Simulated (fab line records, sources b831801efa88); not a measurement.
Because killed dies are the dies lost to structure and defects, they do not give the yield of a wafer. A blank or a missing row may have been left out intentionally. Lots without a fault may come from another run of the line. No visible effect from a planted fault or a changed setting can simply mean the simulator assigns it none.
Matching of chambers	flow sfq line	4 sister chambers for SFQ_TRILAYER_I4_CMP_CMP_100 on cmp-02
The step polishes SiO2. 4 wafers are shown with their chamber, then 8 later ones without.

== EACH WAFER AND ITS CHAMBER ==
wafer	chamber	motor current A (A)
L471.3	1	9.0
L471.5	3	9.9
L472.6	0	9.6
L473.4	2	10.1

== WAFERS MISSING THEIR CHAMBER ==
wafer	motor current A (A)
L473.2	9.5
L473.3	9.0
L475.1	8.9
L475.4	9.0
L475.2	9.7
L478.3	10.1
L478.1	9.0
L478.4	8.7

== WHICH CHAMBER EACH ONE RAN IN ==
wafer	from the rows above	in truth
L473.2	0	0
L473.3	1	1
L475.1	1	1
L475.4	1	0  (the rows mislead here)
L475.2	can't be placed: 0 or 3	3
L478.3	can't be placed: 2 or 3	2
L478.1	1	1
L478.4	1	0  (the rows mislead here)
Correct placement for 4 of the 8. From these rows, 2 cannot be placed; in 2 the true chamber is one of the candidates. Number placed wrongly: 2.
How it was worked out, from the rows above alone: a wafer's distance from a chamber is the root of the sum, over the readings, of the square of ((its reading less the chamber's mean) divided by the reading's scatter). The wafer belongs to the nearest chamber; if the next one is less than 2 further off, it can't be placed. A chamber's mean is the mean of its shown wafers. The scatter (one wafer shown for each chamber): square how far every hidden wafer sits from the nearest shown wafer, average those squares and take the square root.
